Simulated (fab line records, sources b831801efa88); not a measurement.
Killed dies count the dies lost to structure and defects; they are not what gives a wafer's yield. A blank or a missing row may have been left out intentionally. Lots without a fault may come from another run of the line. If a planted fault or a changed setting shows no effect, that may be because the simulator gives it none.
fab line records	flow sky130	part 1 of 2: steps 1 to 26 of 37
record lots=5	wafers=15	last_day=50
route steps=708 shown LI_CONTACT@386 LOCAL_INTERCONNECT@387 CONTACT@406
lots that met no fault: from a run of the same line without faults
start_h: hours from the record's first day to the start of the lot's first wafer shown	wait_h: hours since the lot's step before	" repeats the value in the row above	L1.1+2: a row that stands for several wafers	- value missing, or start not given	* or withheld: withheld	< > ~ a bound
route shown NAME@n: NAME is a module with steps in the file, n the number in the route of the first one	usual: mean/standard deviation taken from wafers without a fault	same: alike in all rows	chamber/n: place in a boat	sites: readings site by site	_std_site: the standard deviation of these	_edge_site: inner sites' mean taken away from outer sites' mean	radius_mm: how far each site lies from the wafer's centre	mask NAME#n: copy n	behind: tool/chamber where the wafer was last shaped	hold: the reason the lot was held/the length of the hold in hours/how it ended	device: whichever transistor did not switch (one of n, p or np)	end of line: tests of these same wafers at the route's end	for a step that has no rows: nothing shown but its recipe	killed: not the wafer's yield, but the dies lost to structure and defects at the first sort	map: a wafer's dies, x killed, . not, _ none there
set.NAME: the setting as run; set.NAME@STEP: as run at that earlier step	model.NAME: the simulator's own value behind a step, which no gauge read
lots seen at some steps along the route; tables by step, rows by wafer
services: the hour from which a tool's chamber was out of use, counted from the record's first day as start_h (under 0 if before that day), plus the number of hours and why
## steps
# step SKY_LI_CONTACT_CMP_24
# recipe stop_on=PSG	t_overpolish_s=20	down_force_psi=3.5	platen_rpm=60	target_thk_nm=0	pad_velocity_m_s=0.94248
# usual motor_current_A=10.3/1	overpolish_run_s=19.998/0.0095	time_to_endpoint_s=96/4.9
# same t_overpolish_s=20
lot.wafer	tool	chamber	start_h	wait_h	motor_current_A	overpolish_run_s	time_to_endpoint_s
L079.1	cmp-02	2	722.70	0.1	8.8	19.991	99
L079.2	"	1	"	"	10.3	19.986	96
L079.5	"	2	"	"	9.5	20.011	99
L082.4	cmp-02	1	747.33	0.0	11.0	19.997	95
L082.3	"	2	"	"	9.0	19.999	97
L082.6	"	1	"	"	10.5	20.000	95
L083.4	cmp-02	3	755.15	0.1	10.2	20.018	101
L083.2	"	1	"	"	10.4	19.987	98
L083.6	"	2	"	"	9.4	19.990	99
L086.2	cmp-02	3	767.79	0.1	10.6	20.016	94
L086.5	"	1	"	"	11.1	20.005	94
L086.6	"	2	"	"	9.0	19.992	100
L095.4	cmp-02	2	861.68	0.1	9.3	20.000	100
L095.2	"	3	"	"	9.8	20.004	95
L095.5	"	1	"	"	10.9	20.002	93
# step SKY_LOCAL_INTERCONNECT_SPUTTER_00
# recipe material=TiN	target_thk_nm=100	temp_c=300	power_w=6500	time_s=83.3	chamber_pressure_pa=0.4
# usual throttle_valve_pct=30.0/1.2
lot.wafer	tool	chamber	start_h	wait_h	throttle_valve_pct
L079.1	pvd_sputter-04	-	723.00	0.2	32.2
L079.2	"	-	"	"	28.4
L079.5	"	-	"	"	32.2
L082.3	pvd_sputter-04	-	747.63	0.2	29.4
L082.4	"	-	"	"	32.1
L082.6	"	-	"	"	28.4
L083.2	pvd_sputter-04	-	755.40	0.1	32.0
L083.4	"	-	"	"	32.3
L083.6	"	-	"	"	29.5
L086.2	pvd_sputter-02	-	767.99	0.1	30.0
L086.5	"	-	"	"	30.2
L086.6	"	-	"	"	28.5
L095.2	pvd_sputter-01	-	861.88	0.1	30.5
L095.4	"	-	"	"	30.8
L095.5	"	-	"	"	29.8
# step SKY_LOCAL_INTERCONNECT_RS_MEAS_01
# recipe thk_meas_gauge=four-point-probe	reads=TiN_of_LOCAL_INTERCONNECT_SPUTTER_00
# usual LOCAL_INTERCONNECT_TIN_RS=14.12/0.17
lot.wafer	tool	chamber	start_h	wait_h	LOCAL_INTERCONNECT_TIN_RS[ohm/sq]
L079.1	film_metro-03	-	723.06	0.0	13.96
L079.2	"	-	"	"	13.82
L079.5	"	-	"	"	13.99
L082.3	film_metro-03	-	747.74	0.1	14.07
L082.4	"	-	"	"	14.10
L082.6	"	-	"	"	13.88
L083.2	film_metro-02	-	755.48	0.1	14.11
L083.4	"	-	"	"	13.85
L083.6	"	-	"	"	13.84
L086.2	film_metro-02	-	768.07	0.1	14.28
L086.5	"	-	"	"	14.06
L086.6	"	-	"	"	14.04
L095.2	film_metro-02	-	861.97	0.1	14.39
L095.4	"	-	"	"	14.23
L095.5	"	-	"	"	14.12
# step SKY_LOCAL_INTERCONNECT_THK_MEAS_02
# recipe thk_meas_gauge=xrf	reads=TiN_of_LOCAL_INTERCONNECT_SPUTTER_00
# usual LOCAL_INTERCONNECT_TIN_THK=101.4/1.4
lot.wafer	tool	chamber	start_h	wait_h	LOCAL_INTERCONNECT_TIN_THK[nm]
L079.1	film_metro-03	-	723.18	0.1	103.3
L079.2	"	-	"	"	104.2
L079.5	"	-	"	"	102.8
L082.3	film_metro-03	-	747.84	0.1	102.2
L082.4	"	-	"	"	101.7
L082.6	"	-	"	"	103.5
L083.2	film_metro-02	-	755.59	0.1	101.3
L083.4	"	-	"	"	102.9
L083.6	"	-	"	"	103.1
L086.2	film_metro-02	-	768.18	0.1	99.8
L086.5	"	-	"	"	101.9
L086.6	"	-	"	"	101.2
L095.2	film_metro-02	-	862.08	0.1	99.4
L095.4	"	-	"	"	100.7
L095.5	"	-	"	"	101.2
# step SKY_LOCAL_INTERCONNECT_DEHYDRATE_03
# recipe temp_c=200	time_s=60
# usual plate_temp_C=200.02/0.17
lot.wafer	tool	chamber	start_h	wait_h	plate_temp_C
L079.1	litho_track-02	0	735.41	12.2	199.60
L079.2	"	0	"	"	199.69
L079.5	"	0	"	"	199.80
L082.3	litho_track-01	0	760.41	12.6	200.59
L082.4	"	0	"	"	200.16
L082.6	"	0	"	"	200.15
L083.2	litho_track-04	0	767.91	12.3	200.21
L083.4	"	0	"	"	200.00
L083.6	"	0	"	"	200.11
L086.2	litho_track-02	0	780.38	12.2	199.67
L086.5	"	0	"	"	199.89
L086.6	"	0	"	"	199.87
L095.2	litho_track-04	0	874.31	12.2	200.17
L095.4	"	0	"	"	200.12
L095.5	"	0	"	"	199.96
# step SKY_LOCAL_INTERCONNECT_HMDS_04
# recipe prime_time_s=60	prime_temp_c=120
lot.wafer	tool	chamber	start_h	wait_h
L079.1+2+5	litho_track-02	0	735.56	0.1
L082.3+4+6	litho_track-01	0	760.56	0.1
L083.2+4+6	litho_track-04	0	768.06	0.1
L086.2+5+6	litho_track-02	0	780.53	0.1
L095.2+4+5	litho_track-04	0	874.46	0.1
# step SKY_LOCAL_INTERCONNECT_COAT_05
# recipe resist=BARC	temp_c=withheld	time_s=withheld	spin_rpm=3000	resist_thk_nm=60
# usual dispense_pressure_kPa=49/6.9
lot.wafer	tool	chamber	start_h	wait_h	dispense_pressure_kPa
L079.1	litho_track-02	0	735.71	0.1	58
L079.2	"	0	"	"	58
L079.5	"	0	"	"	58
L082.3	litho_track-01	0	760.71	0.1	47
L082.4	"	0	"	"	47
L082.6	"	0	"	"	47
L083.2	litho_track-04	0	768.21	0.1	43
L083.4	"	0	"	"	43
L083.6	"	0	"	"	43
L086.2	litho_track-02	0	780.68	0.1	58
L086.5	"	0	"	"	58
L086.6	"	0	"	"	58
L095.2	litho_track-04	0	874.61	0.1	43
L095.4	"	0	"	"	43
L095.5	"	0	"	"	43
# step SKY_LOCAL_INTERCONNECT_COAT_06
# recipe resist=KrF-thick	spin_rpm=3000	resist_thk_nm=450
# usual dispense_pressure_kPa=49/6.9
lot.wafer	tool	chamber	start_h	wait_h	dispense_pressure_kPa
L079.1	litho_track-02	0	-	-	58
L079.2	"	0	"	"	58
L079.5	"	0	"	"	58
L082.3	litho_track-01	0	-	-	47
L082.4	"	0	"	"	47
L082.6	"	0	"	"	47
L083.2	litho_track-04	0	-	-	43
L083.4	"	0	"	"	43
L083.6	"	0	"	"	43
L086.2	litho_track-02	0	-	-	58
L086.5	"	0	"	"	58
L086.6	"	0	"	"	58
L095.2	litho_track-04	0	-	-	43
L095.4	"	0	"	"	43
L095.5	"	0	"	"	43
# step SKY_LOCAL_INTERCONNECT_SOFTBAKE_07
# recipe temp_c=100	time_s=90	resist=KrF-thick
# usual plate_temp_C=100.00/0.14
lot.wafer	tool	chamber	start_h	wait_h	plate_temp_C
L079.1	litho_track-02	0	-	-	100.29
L079.2	"	0	"	"	100.28
L079.5	"	0	"	"	100.04
L082.3	litho_track-01	0	-	-	99.89
L082.4	"	0	"	"	99.78
L082.6	"	0	"	"	99.66
L083.2	litho_track-04	0	-	-	99.94
L083.4	"	0	"	"	99.72
L083.6	"	0	"	"	99.87
L086.2	litho_track-02	0	-	-	99.94
L086.5	"	0	"	"	100.09
L086.6	"	0	"	"	100.06
L095.2	litho_track-04	0	-	-	100.01
L095.4	"	0	"	"	99.95
L095.5	"	0	"	"	100.04
# step SKY_LOCAL_INTERCONNECT_EXPOSE_08
# recipe mask_id=LI1M	na=0.8	source_shape=annular	sigma_inner=0.55	sigma_outer=0.85	target_cd_nm=170	dose_mj=28
# usual focus_offset_nm=0.2/0.54
lot.wafer	tool	chamber	start_h	wait_h	mask	focus_offset_nm
L079.1	krf_scanner-01	0	-	-	LI1M#0	0.1
L079.2	"	0	"	"	LI1M#0	0.0
L079.5	"	0	"	"	LI1M#0	0.2
L082.3	krf_scanner-01	0	-	-	LI1M#0	-0.4
L082.4	"	0	"	"	LI1M#0	1.0
L082.6	"	0	"	"	LI1M#0	-0.3
L083.2	krf_scanner-02	0	-	-	LI1M#0	1.0
L083.4	"	0	"	"	LI1M#0	0.6
L083.6	"	0	"	"	LI1M#0	1.0
L086.2	krf_scanner-02	0	-	-	LI1M#0	-0.4
L086.5	"	0	"	"	LI1M#0	-0.6
L086.6	"	0	"	"	LI1M#0	-0.3
L095.2	krf_scanner-01	0	-	-	LI1M#0	0.9
L095.4	"	0	"	"	LI1M#0	0.7
L095.5	"	0	"	"	LI1M#0	0.6
# step SKY_LOCAL_INTERCONNECT_PEB_09
# recipe peb_temp_c=withheld	peb_time_s=withheld	resist=KrF-thick
lot.wafer	tool	chamber	start_h	wait_h
L079.1+2+5	litho_track-01	0	-	-
L082.3+4+6	litho_track-04	0	-	-
L083.2+4+6	litho_track-02	0	-	-
L086.2+5+6	litho_track-04	0	-	-
L095.2+4+5	litho_track-01	0	-	-
# step SKY_LOCAL_INTERCONNECT_DEVELOP_10
# recipe develop_time_s=60	resist=KrF-thick	dev_temp_c=21
lot.wafer	tool	chamber	start_h	wait_h
L079.1+2+5	litho_track-01	0	-	-
L082.3+4+6	litho_track-04	0	-	-
L083.2+4+6	litho_track-02	0	-	-
L086.2+5+6	litho_track-04	0	-	-
L095.2+4+5	litho_track-01	0	-	-
# step SKY_LOCAL_INTERCONNECT_CD_MEAS_11
# recipe target_cd_nm=170
# usual cd_nm=169.7/1.2
lot.wafer	tool	chamber	start_h	wait_h	cd_nm
L079.1	cd_sem-01	-	749.21	-	169.4
L079.2	"	-	"	"	169.4
L079.5	"	-	"	"	168.8
L082.3	cd_sem-02	-	774.68	-	169.6
L082.4	"	-	"	"	169.2
L082.6	"	-	"	"	169.5
L083.2	cd_sem-02	-	781.53	-	170.5
L083.4	"	-	"	"	169.7
L083.6	"	-	"	"	170.5
L086.2	cd_sem-02	-	793.91	-	168.3
L086.5	"	-	"	"	168.3
L086.6	"	-	"	"	167.5
L095.2	cd_sem-02	-	888.33	-	169.9
L095.4	"	-	"	"	171.2
L095.5	"	-	"	"	171.5
# step SKY_LOCAL_INTERCONNECT_OVL_MEAS_12
# usual LOCAL_INTERCONNECT_OVL=1/5.5
lot.wafer	tool	chamber	start_h	wait_h	LOCAL_INTERCONNECT_OVL[nm]
L079.1	overlay-01	-	749.33	0.1	3
L079.2	"	-	"	"	-5
L079.5	"	-	"	"	2
L082.3	overlay-02	-	774.77	0.1	-8
L082.4	"	-	"	"	0
L082.6	"	-	"	"	-8
L083.2	overlay-01	-	781.64	0.1	0
L083.4	"	-	"	"	5
L083.6	"	-	"	"	-4
L086.2	overlay-01	-	794.01	0.1	-6
L086.5	"	-	"	"	-11
L086.6	"	-	"	"	-4
L095.2	overlay-01	-	888.44	0.1	1
L095.4	"	-	"	"	-5
L095.5	"	-	"	"	-2
# step SKY_LOCAL_INTERCONNECT_ETCH_13
# recipe chemistry=N2/H2	target=BARC	ion_energy_ev=200	bias_w=100	pressure_mtorr=30	n2_flow_sccm=100	h2_flow_sccm=200	icp_w=500	stop_on=SiO2	time_s=45.9	target_depth_a=600
# usual bias_w=100.0/0.32	drypump_motor_current_A=5.7/0.47	oes_product_au=0.854/0.005	throttle_valve_pct=13.223/0.0084
lot.wafer	tool	chamber	start_h	wait_h	bias_w	drypump_motor_current_A	oes_product_au	rf_hours_counter_h	throttle_valve_pct
L079.1	rie_metal-03	1	749.37	0.0	100.5	5.7	0.849	10	13.219
L079.2	"	0	"	"	100.3	6.2	0.850	5	13.218
L079.5	"	1	"	"	100.5	5.7	0.847	-	13.222
L082.3	rie_metal-04	0	774.81	0.0	100.0	5.5	0.855	-	13.225
L082.4	"	1	"	"	100.1	6.3	0.853	-	13.229
L082.6	"	0	"	"	99.6	5.5	0.854	-	13.224
L083.2	rie_metal-04	1	781.67	0.0	100.3	6.2	0.859	3	13.221
L083.4	"	0	"	"	99.6	5.5	0.860	-	13.228
L083.6	"	0	"	"	100.1	5.5	0.856	-	13.226
L086.2	rie_metal-02	1	794.04	0.0	99.6	5.8	0.860	15	13.232
L086.5	"	0	"	"	100.2	4.9	0.846	-	13.213
L086.6	"	1	"	"	99.5	5.8	0.862	-	13.225
L095.2	rie_metal-04	1	888.47	0.0	99.9	6.2	0.857	7	13.229
L095.4	"	0	"	"	100.0	5.4	0.852	-	13.205
L095.5	"	0	"	"	99.8	5.5	0.852	-	13.224
# step SKY_LOCAL_INTERCONNECT_METAL_ETCH_14
# recipe target_depth_nm=110	stop_on=PSG	chemistry=Cl2/BCl3	target=TiN	resist_sidewall_deg=88	pressure_mtorr=10	icp_w=900	bias_w=48.5	Cl2_flow_sccm=60	bcl3_flow_sccm=30	time_s=31.4
# usual bias_w=48.46/0.14	drypump_motor_current_A=5.7/0.46	oes_product_au=0.943/0.0084	throttle_valve_pct=21.900/0.0097
lot.wafer	tool	chamber	start_h	wait_h	bias_w	drypump_motor_current_A	oes_product_au	rf_hours_counter_h	throttle_valve_pct
L079.1	rie_metal-03	1	749.43	0.0	48.38	5.7	0.948	10	21.890
L079.2	"	0	"	"	48.58	6.3	0.957	5	21.888
L079.5	"	1	"	"	48.32	5.7	0.942	-	21.900
L082.3	rie_metal-04	0	774.87	0.0	48.46	5.5	0.950	-	21.889
L082.4	"	1	"	"	48.45	6.2	0.950	-	21.905
L082.6	"	0	"	"	48.58	5.5	0.953	-	21.892
L083.2	rie_metal-04	1	781.73	0.0	48.49	6.2	0.949	3	21.899
L083.4	"	0	"	"	48.58	5.5	0.945	-	21.898
L083.6	"	0	"	"	48.56	5.5	0.952	-	21.908
L086.2	rie_metal-02	1	794.11	0.0	48.64	5.8	0.940	15	21.902
L086.5	"	0	"	"	48.48	4.9	0.954	-	21.907
L086.6	"	1	"	"	48.71	5.8	0.939	-	21.913
L095.2	rie_metal-04	1	888.53	0.0	48.37	6.2	0.930	7	21.906
L095.4	"	0	"	"	48.53	5.5	0.942	-	21.892
L095.5	"	0	"	"	48.34	5.5	0.936	-	21.904
# step SKY_LOCAL_INTERCONNECT_STRIP_15
# recipe chemistry=O2/N2	power_w=1400	pressure_mtorr=1500	platen_temp_c=withheld	o2_flow_sccm=3000	n2_flow_sccm=300	overash_fraction=0.5
# usual drypump_motor_current_A=5.6/0.36	oes_product_au=0.426/0.0046	strip_time_to_endpoint_s=4.715/0.018
lot.wafer	tool	chamber	start_h	wait_h	drypump_motor_current_A	oes_product_au	rf_hours_counter_h	strip_time_to_endpoint_s
L079.1	plasma_asher-01	0	749.48	0.0	5.2	0.423	82	4.713
L079.2	"	1	"	"	5.2	0.432	82	4.730
L079.5	"	0	"	"	5.2	0.426	-	4.709
L082.3	plasma_asher-04	1	774.94	0.1	5.9	0.420	-	4.721
L082.4	"	0	"	"	5.6	0.427	-	4.713
L082.6	"	0	"	"	5.6	0.424	-	4.728
L083.2	plasma_asher-04	0	781.78	0.0	5.6	0.424	3	4.720
L083.4	"	0	"	"	5.6	0.419	-	4.705
L083.6	"	1	"	"	6.0	0.426	-	4.710
L086.2	plasma_asher-02	1	794.16	0.0	6.1	0.429	37	4.743
L086.5	"	1	"	"	6.1	0.431	-	4.736
L086.6	"	0	"	"	5.8	0.428	-	4.714
L095.2	plasma_asher-04	1	888.58	0.0	5.9	0.421	13	4.666
L095.4	"	1	"	"	5.9	0.430	-	4.704
L095.5	"	1	"	"	5.9	0.423	-	4.697
# step SKY_LOCAL_INTERCONNECT_STRIP_16
# recipe chemistry=post_etch_residue_remover	time_s=1200	temp_c=72.5
lot.wafer	tool	chamber	start_h	wait_h
L079.1+2+5	wet_bench-01	2	749.58	0.1
L082.3+4+6	wet_bench-01	3	775.01	0.0
L083.2+4+6	wet_bench-04	3	781.88	0.1
L086.2+5+6	wet_bench-01	2	794.26	0.1
L095.2+4+5	wet_bench-04	1	888.68	0.1
# step SKY_LOCAL_INTERCONNECT_CLEAN_17
# recipe chemistry=IPA	time_s=180	temp_c=25
lot.wafer	tool	chamber	start_h	wait_h
L079.1+2+5	wet_bench-04	0	749.92	0.0
L082.3+4+6	wet_bench-03	0	775.35	0.0
L083.2+4+6	wet_bench-03	0	782.56	0.0
L086.2+5+6	wet_bench-04	3	794.63	0.0
L095.2+4+5	wet_bench-01	3	889.09	0.0
# step SKY_LOCAL_INTERCONNECT_CLEAN_18
# recipe chemistry=O3/DIW	dry=n2_spin
lot.wafer	tool	chamber	start_h	wait_h
L079.1+2+5	wet_bench-03	2	749.99	0.0
L082.3+4+6	wet_bench-01	1	775.41	0.0
L083.2+4+6	wet_bench-01	2	782.62	0.0
L086.2+5+6	wet_bench-03	0	794.69	0.0
L095.2+4+5	wet_bench-04	2	889.15	0.0
# step SKY_CONTACT_CVD_00
# recipe material=Si3N4	target_thk_nm=75	temp_c=400	time_s=withheld	rf_w=450
# usual heater_power_outer_w=432/68	heater_power_w=721/110
lot.wafer	tool	chamber	start_h	wait_h	heater_power_outer_w	heater_power_w
L079.1	pecvd-01	1	750.09	0.0	418	719
L079.2	"	2	"	"	368	637
L079.5	"	1	"	"	410	716
L082.3	pecvd-03	2	775.50	0.0	541	961
L082.4	"	1	"	"	500	769
L082.6	"	2	"	"	554	948
L083.2	pecvd-04	1	782.71	0.0	416	647
L083.4	"	2	"	"	331	556
L083.6	"	0	"	"	421	675
L086.2	pecvd-01	0	794.79	0.0	480	764
L086.5	"	2	"	"	388	696
L086.6	"	1	"	"	378	666
L095.2	pecvd-01	0	889.26	0.0	489	763
L095.4	"	2	"	"	357	647
L095.5	"	1	"	"	366	684
# step SKY_CONTACT_THK_MEAS_01
# recipe reads=Si3N4_of_CONTACT_CVD_00
# usual CONTACT_CVD_00_THK=74.9/0.91
lot.wafer	tool	chamber	start_h	wait_h	CONTACT_CVD_00_THK[nm]
L079.1	film_metro-03	-	750.14	-	73.7
L079.2	"	-	"	"	74.2
L079.5	"	-	"	"	73.4
L082.3	film_metro-01	-	775.55	-	74.3
L082.4	"	-	"	"	75.2
L082.6	"	-	"	"	75.4
L083.2	film_metro-04	-	782.76	-	74.3
L083.4	"	-	"	"	75.3
L083.6	"	-	"	"	75.6
L086.2	film_metro-04	-	794.83	-	75.4
L086.5	"	-	"	"	75.6
L086.6	"	-	"	"	74.9
L095.2	film_metro-01	-	889.30	-	74.2
L095.4	"	-	"	"	76.8
L095.5	"	-	"	"	74.3
# step SKY_CONTACT_HDPCVD_02
# recipe material=SiO2	target_thk_nm=565	sigma_open_frac=0.3	time_s=94.2	temp_c=600	sih4_flow_sccm=60	pressure_mtorr=6
lot.wafer	tool	chamber	start_h	wait_h
L079.1+2+5	hdpcvd-02	0,1,0	750.20	0.1
L082.3+4+6	hdpcvd-02	1,2,1	775.59	0.0
L083.2+4+6	hdpcvd-01	1,2,0	782.81	0.0
L086.2+5+6	hdpcvd-01	2,2,1	794.88	0.0
L095.2+4+5	hdpcvd-02	0,0,1	889.35	0.0
# step SKY_CONTACT_THK_MEAS_03
# recipe reads=SiO2_of_CONTACT_HDPCVD_02
# usual CONTACT_HDPCVD_THK=567/6
lot.wafer	tool	chamber	start_h	wait_h	CONTACT_HDPCVD_THK[nm]
L079.1	film_metro-04	-	750.27	0.0	566
L079.2	"	-	"	"	563
L079.5	"	-	"	"	563
L082.3	film_metro-04	-	775.68	0.1	575
L082.4	"	-	"	"	574
L082.6	"	-	"	"	570
L083.2	film_metro-03	-	782.89	0.0	561
L083.4	"	-	"	"	567
L083.6	"	-	"	"	570
L086.2	film_metro-01	-	794.96	0.0	558
L086.5	"	-	"	"	560
L086.6	"	-	"	"	572
L095.2	film_metro-04	-	889.43	0.0	571
L095.4	"	-	"	"	565
L095.5	"	-	"	"	571
# step SKY_CONTACT_CMP_04
# recipe material=SiO2	down_force_psi=4	platen_rpm=60	pad_velocity_m_s=0.94248
# usual motor_current_A=11.3/1.2	time_to_endpoint_s=84/5
lot.wafer	tool	chamber	start_h	wait_h	motor_current_A	time_to_endpoint_s
L079.1	cmp-02	1	750.43	0.1	10.8	84
L079.2	"	2	"	"	10.0	84
L079.5	"	0	"	"	13.7	88
L082.4	cmp-01	0	775.72	0.0	11.7	89
L082.3	"	2	"	"	12.4	92
L082.6	"	1	"	"	9.4	82
L083.2	cmp-02	3	782.99	0.1	11.1	81
L083.4	"	0	"	"	13.4	87
L083.6	"	3	"	"	11.6	83
L086.2	cmp-02	2	795.06	0.1	9.8	82
L086.6	"	1	"	"	11.0	87
L086.5	"	2	"	"	10.2	86
L095.2	cmp-01	0	889.48	0.0	11.2	89
L095.4	"	1	"	"	9.2	82
L095.5	"	0	"	"	11.4	85
# step SKY_CONTACT_BOW_MEAS_05
# recipe mode=bow
# usual CONTACT_BOW=82/7.1
lot.wafer	tool	chamber	start_h	wait_h	CONTACT_BOW[um]
L079.1	film_metro-04	-	750.63	0.1	66
L079.2	"	-	"	"	85
L079.5	"	-	"	"	80
L082.3	film_metro-03	-	776.06	0.2	94
L082.4	"	-	"	"	80
L082.6	"	-	"	"	81
L083.2	film_metro-03	-	783.26	0.2	80
L083.4	"	-	"	"	79
L083.6	"	-	"	"	88
L086.2	film_metro-03	-	795.33	0.2	79
L086.5	"	-	"	"	72
L086.6	"	-	"	"	78
L095.2	film_metro-04	-	889.80	0.3	91
L095.4	"	-	"	"	86
L095.5	"	-	"	"	87
